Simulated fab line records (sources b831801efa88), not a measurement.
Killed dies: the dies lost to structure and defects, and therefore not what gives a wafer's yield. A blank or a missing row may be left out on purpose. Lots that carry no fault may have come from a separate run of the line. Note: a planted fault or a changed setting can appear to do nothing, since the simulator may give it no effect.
fab line records ; flow sky130 ; part 2 of 2: steps 28 to 37 of 37
record: lots: 5; wafers: 15; last-day: 49
route steps=708 shown METAL4@626 VIA4@639 METAL5@661
lots with no fault: from the same line, run without faults
start-h: hours from the record's first day to the start of the lot's first wafer shown ; wait-h: hours since the lot's step before ; " unchanged from the row above ; L1.1+2: several wafers, shown together as one row ; - no value, or no start given ; * or withheld: withheld ; < > ~ a bound
route shown NAME@n: NAME is a module with steps in the file, n the number in the route of the first one ; usual: the fault-free wafers' mean and standard deviation ; same: alike in all rows ; chamber/n: place in a boat ; sites: readings site by site ; _std_site: standard deviation across them ; _edge_site: mean of outer sites minus mean of inner sites ; radius-mm: for every site, how far away it sits from the centre of the wafer ; mask NAME#n: copy n ; behind: tool/chamber where the wafer was last shaped ; hold: cause of the lot's hold/its duration in hours/its outcome ; device: the transistor (n, p or np) that didn't switch ; end of line: the route-end tests of the same wafers ; where a step has no rows: the recipe by itself ; killed: not the wafer's yield, but the dies lost to structure and defects at the first sort ; map: shows each die of a wafer: x if killed, . if not, _ if none is there
set.NAME: the setting the step ran with; set.NAME@STEP: the setting that earlier step ran with ; model.NAME: the simulator's own value behind a step, which no gauge read
lots at some steps of the route; a table a step, a row a wafer
services: the hour from which a tool's chamber was out of use, counted from the record's first day as start-h (under 0 if before that day), plus the number of hours and why
== steps ==
step: SKY_VIA4_STRIP_14
recipe: chemistry: post-etch-residue-remover; time-s: 1200; temp-c: 72.5
usual: bath-guard-temp-C: 72.3/0.39
lot.wafer;tool;chamber;start-h;wait-h;bath-guard-temp-C
L081.1;wet-bench-01;0;1056.78;0.1;73.1
L081.2;wet-bench-01;0;1056.78;0.1;72.4
L081.5;wet-bench-01;0;1056.78;0.1;72.4
L083.1;wet-bench-03;0;1074.69;0.1;72.0
L083.3;wet-bench-03;0;1074.69;0.1;72.0
L083.5;wet-bench-03;0;1074.69;0.1;71.9
L090.2;wet-bench-02;0;1114.04;0.1;72.1
L090.4;wet-bench-02;0;1114.04;0.1;72.1
L090.5;wet-bench-02;0;1114.04;0.1;72.2
L093.3;wet-bench-02;1;1126.79;0.0;72.2
L093.5;wet-bench-02;1;1126.79;0.0;72.6
L093.6;wet-bench-02;1;1126.79;0.0;72.4
L094.2;wet-bench-03;3;1130.23;0.1;71.7
L094.3;wet-bench-03;3;1130.23;0.1;72.0
L094.6;wet-bench-03;3;1130.23;0.1;71.9
step: SKY_VIA4_CLEAN_15
recipe: chemistry: IPA; time-s: 180; temp-c: 25
lot.wafer;tool;chamber;start-h;wait-h
L081.1+2+5;wet-bench-01;2;1057.12;0.0
L083.1+3+5;wet-bench-01;3;1075.03;0.0
L090.2+4+5;wet-bench-01;1;1114.38;0.0
L093.3+5+6;wet-bench-03;2;1127.16;0.0
L094.2+3+6;wet-bench-02;0;1130.57;0.0
step: SKY_VIA4_CLEAN_16
recipe: chemistry: O3/DIW; dry: n2-spin
lot.wafer;tool;chamber;start-h;wait-h
L081.1+2+5;wet-bench-01;0;1057.18;0.0
L083.1+3+5;wet-bench-02;0;1075.09;0.0
L090.2+4+5;wet-bench-02;1;1114.44;0.0
L093.3+5+6;wet-bench-01;1;1127.22;0.0
L094.2+3+6;wet-bench-03;1;1130.63;0.0
step: SKY_VIA4_SPUTTER_17
recipe: material: TiN; target-thk-nm: 20; chamber-pressure-pa: 5; power-w: 4000; time-s: 80
usual: throttle-valve-pct: 29.9/1.2
lot.wafer;tool;chamber;start-h;wait-h;throttle-valve-pct
L081.1;pvd-sputter-02;-;1057.27;0.0;28.5
L081.2;pvd-sputter-02;-;1057.27;0.0;31.1
L081.5;pvd-sputter-02;-;1057.27;0.0;28.6
L083.1;pvd-sputter-03;-;1075.18;0.0;30.3
L083.3;pvd-sputter-03;-;1075.18;0.0;29.6
L083.5;pvd-sputter-03;-;1075.18;0.0;29.9
L090.2;pvd-sputter-04;-;1114.53;0.0;29.8
L090.4;pvd-sputter-04;-;1114.53;0.0;29.2
L090.5;pvd-sputter-04;-;1114.53;0.0;30.6
L093.3;pvd-sputter-02;-;1127.31;0.0;30.9
L093.5;pvd-sputter-02;-;1127.31;0.0;30.1
L093.6;pvd-sputter-02;-;1127.31;0.0;28.6
L094.2;pvd-sputter-02;-;1130.72;0.0;31.1
L094.3;pvd-sputter-02;-;1130.72;0.0;30.0
L094.6;pvd-sputter-02;-;1130.72;0.0;31.1
step: SKY_VIA4_CVD_18
recipe: material: W; target-thk-nm: 505; time-s: 152.14; temp-c: 400; pressure-torr: 40
usual: heater-power-outer-w: 579/65; heater-power-w: 920/52
lot.wafer;tool;chamber;start-h;wait-h;heater-power-outer-w;heater-power-w
L081.1;cvd-w-01;0;1057.33;0.0;512;832
L081.2;cvd-w-01;1;1057.33;0.0;702;997
L081.5;cvd-w-01;0;1057.33;0.0;502;841
L083.1;cvd-w-02;0;1075.24;0.0;531;896
L083.3;cvd-w-02;0;1075.24;0.0;530;910
L083.5;cvd-w-02;0;1075.24;0.0;530;895
L090.2;cvd-w-01;0;1114.59;0.0;523;846
L090.4;cvd-w-01;0;1114.59;0.0;509;841
L090.5;cvd-w-01;1;1114.59;0.0;682;972
L093.3;cvd-w-02;0;1127.43;0.1;520;909
L093.5;cvd-w-02;0;1127.43;0.1;539;904
L093.6;cvd-w-02;1;1127.43;0.1;601;948
L094.2;cvd-w-01;0;1130.79;0.0;499;845
L094.3;cvd-w-01;0;1130.79;0.0;518;845
L094.6;cvd-w-01;1;1130.79;0.0;672;945
step: SKY_VIA4_RS_MEAS_19
recipe: thk-meas-gauge: four-point-probe; reads: W_of_VIA4_CVD_18+TiN_of_VIA4_SPUTTER_17
usual: VIA4_W_RS: 0.2260/0.0025
lot.wafer;tool;chamber;start-h;wait-h;VIA4_W_RS[ohm/sq]
L081.1;film-metro-03;-;1057.48;0.1;0.2236
L081.2;film-metro-03;-;1057.48;0.1;0.2280
L081.5;film-metro-03;-;1057.48;0.1;0.2220
L083.1;film-metro-03;-;1075.40;0.1;0.2281
L083.3;film-metro-03;-;1075.40;0.1;0.2281
L083.5;film-metro-03;-;1075.40;0.1;0.2270
L090.2;film-metro-03;-;1114.76;0.1;0.2254
L090.4;film-metro-03;-;1114.76;0.1;0.2244
L090.5;film-metro-03;-;1114.76;0.1;0.2261
L093.3;film-metro-01;-;1127.57;0.1;0.2265
L093.5;film-metro-01;-;1127.57;0.1;0.2276
L093.6;film-metro-01;-;1127.57;0.1;0.2274
L094.2;film-metro-02;-;1130.96;0.1;0.2235
L094.3;film-metro-02;-;1130.96;0.1;0.2234
L094.6;film-metro-02;-;1130.96;0.1;0.2265
step: SKY_VIA4_THK_MEAS_20
recipe: thk-meas-gauge: xrf; reads: W_of_VIA4_CVD_18
usual: VIA4_W_THK: 514/7.8
lot.wafer;tool;chamber;start-h;wait-h;VIA4_W_THK[nm]
L081.1;film-metro-03;-;1057.60;0.1;518
L081.2;film-metro-03;-;1057.60;0.1;507
L081.5;film-metro-03;-;1057.60;0.1;521
L083.1;film-metro-03;-;1075.52;0.1;507
L083.3;film-metro-03;-;1075.52;0.1;506
L083.5;film-metro-03;-;1075.52;0.1;508
L090.2;film-metro-03;-;1114.87;0.1;513
L090.4;film-metro-03;-;1114.87;0.1;517
L090.5;film-metro-03;-;1114.87;0.1;509
L093.3;film-metro-01;-;1127.67;0.1;511
L093.5;film-metro-01;-;1127.67;0.1;511
L093.6;film-metro-01;-;1127.67;0.1;509
L094.2;film-metro-02;-;1131.07;0.1;528
L094.3;film-metro-02;-;1131.07;0.1;528
L094.6;film-metro-02;-;1131.07;0.1;520
step: SKY_VIA4_CMP_21
recipe: stop-on: SiO2; t-overpolish-s: 25; down-force-psi: 3.5; platen-rpm: 60; target-thk-nm: 0; pad-velocity-m-s: 0.94248
usual: edge-zone-pressure-frac: 1.000/0.005; motor-current-A: 11.4/0.87; overpolish-run-s: 24.999/0.0087; time-to-endpoint-s: 124/3.7
lot.wafer;tool;chamber;start-h;wait-h;edge-zone-pressure-frac;motor-current-A;overpolish-run-s;time-to-endpoint-s
L081.1;cmp-02;1;1057.66;0.1;0.998;10.4;25.004;129
L081.2;cmp-02;2;1057.66;0.1;0.995;12.6;24.982;124
L081.5;cmp-02;2;1057.66;0.1;0.997;12.3;25.006;128
L083.1;cmp-02;1;1075.58;0.1;0.992;10.1;24.993;123
L083.3;cmp-02;2;1075.58;0.1;1.001;12.4;24.991;123
L083.5;cmp-02;2;1075.58;0.1;1.008;13.1;24.981;124
L090.4;cmp-02;3;1114.92;0.0;1.008;11.9;25.002;131
L090.2;cmp-02;0;1114.92;0.0;1.002;10.9;24.992;126
L090.5;cmp-02;0;1114.92;0.0;0.994;10.6;25.007;124
L093.3;cmp-01;1;1127.86;0.2;0.994;10.2;24.999;128
L093.6;cmp-01;2;1127.86;0.2;0.993;11.1;24.985;123
L093.5;cmp-01;3;1127.86;0.2;0.993;11.0;24.998;125
L094.3;cmp-01;1;1131.12;0.0;0.995;10.9;25.008;128
L094.2;cmp-01;2;1131.12;0.0;0.991;11.4;25.018;130
L094.6;cmp-01;1;1131.12;0.0;1.001;10.5;25.004;128
step: SKY_METAL5_SPUTTER_00
recipe: material: Ti; target-thk-nm: 15; power-w: 3000; time-s: 10; chamber-pressure-pa: 0.4
usual: throttle-valve-pct: 30.0/1.3
lot.wafer;tool;chamber;start-h;wait-h;throttle-valve-pct
L081.1;pvd-sputter-01;-;1057.96;0.2;28.7
L081.2;pvd-sputter-01;-;1057.96;0.2;31.6
L081.5;pvd-sputter-01;-;1057.96;0.2;30.1
L083.1;pvd-sputter-04;-;1075.88;0.2;29.3
L083.3;pvd-sputter-04;-;1075.88;0.2;32.5
L083.5;pvd-sputter-04;-;1075.88;0.2;30.3
L090.2;pvd-sputter-04;-;1115.22;0.2;29.1
L090.4;pvd-sputter-04;-;1115.22;0.2;29.8
L090.5;pvd-sputter-04;-;1115.22;0.2;32.5
L093.3;pvd-sputter-01;-;1128.01;0.1;31.6
L093.5;pvd-sputter-01;-;1128.01;0.1;30.0
L093.6;pvd-sputter-01;-;1128.01;0.1;31.4
L094.2;pvd-sputter-03;-;1131.42;0.2;27.7
L094.3;pvd-sputter-03;-;1131.42;0.2;29.9
L094.6;pvd-sputter-03;-;1131.42;0.2;30.2
step: SKY_METAL5_SPUTTER_01
recipe: material: TiN; target-thk-nm: 20; power-w: 6500; time-s: 16.7; chamber-pressure-pa: 0.4
usual: throttle-valve-pct: 30.0/1.3
lot.wafer;tool;chamber;start-h;wait-h;throttle-valve-pct
L081.1;pvd-sputter-01;-;1057.98;0.0;28.6
L081.2;pvd-sputter-01;-;1057.98;0.0;31.5
L081.5;pvd-sputter-01;-;1057.98;0.0;30.0
L083.1;pvd-sputter-04;-;1075.90;0.0;29.3
L083.3;pvd-sputter-04;-;1075.90;0.0;32.4
L083.5;pvd-sputter-04;-;1075.90;0.0;29.9
L090.2;pvd-sputter-04;-;1115.24;0.0;29.1
L090.4;pvd-sputter-04;-;1115.24;0.0;29.8
L090.5;pvd-sputter-04;-;1115.24;0.0;32.6
L093.3;pvd-sputter-01;-;1128.03;0.0;31.6
L093.5;pvd-sputter-01;-;1128.03;0.0;29.5
L093.6;pvd-sputter-01;-;1128.03;0.0;31.5
L094.2;pvd-sputter-03;-;1131.44;0.0;27.7
L094.3;pvd-sputter-03;-;1131.44;0.0;29.7
L094.6;pvd-sputter-03;-;1131.44;0.0;29.9
== services ==
tool;chamber;start-h;hours;kind
pvd-sputter-01;-;1001.47;4.3;repair
rie-diel-01;0;1008.23;3.6;repair
pvd-sputter-02;-;1011.14;3.4;repair
plasma-asher-03;-;1012.01;1.4;repair
cmp-01;-;1019.73;1.0;repair
krf-scanner-01;-;1026.04;0.8;pm
pvd-sputter-01;-;1026.42;1.4;repair
cmp-01;-;1029.96;1.0;repair
cmp-02;-;1032.68;4.8;repair
plasma-asher-03;-;1034.58;5.4;repair
krf-scanner-01;-;1036.14;4.0;pm
hdpcvd-02;-;1037.69;1.7;repair
cmp-01;-;1048.72;6.0;pm
cmp-01;-;1059.60;0.3;repair
pvd-sputter-01;-;1061.81;15.0;repair
cvd-w-01;-;1068.46;14.6;pm
cmp-02;-;1072.71;2.6;repair
cmp-01;-;1083.59;0.2;repair
cmp-01;-;1083.76;6.4;repair
cmp-02;-;1084.20;4.0;pm
iline-stepper-01;-;1087.11;7.2;repair
rie-metal-03;0;1101.40;2.6;repair
pvd-sputter-04;-;1122.24;18.3;repair
cmp-02;-;1125.23;2.0;repair
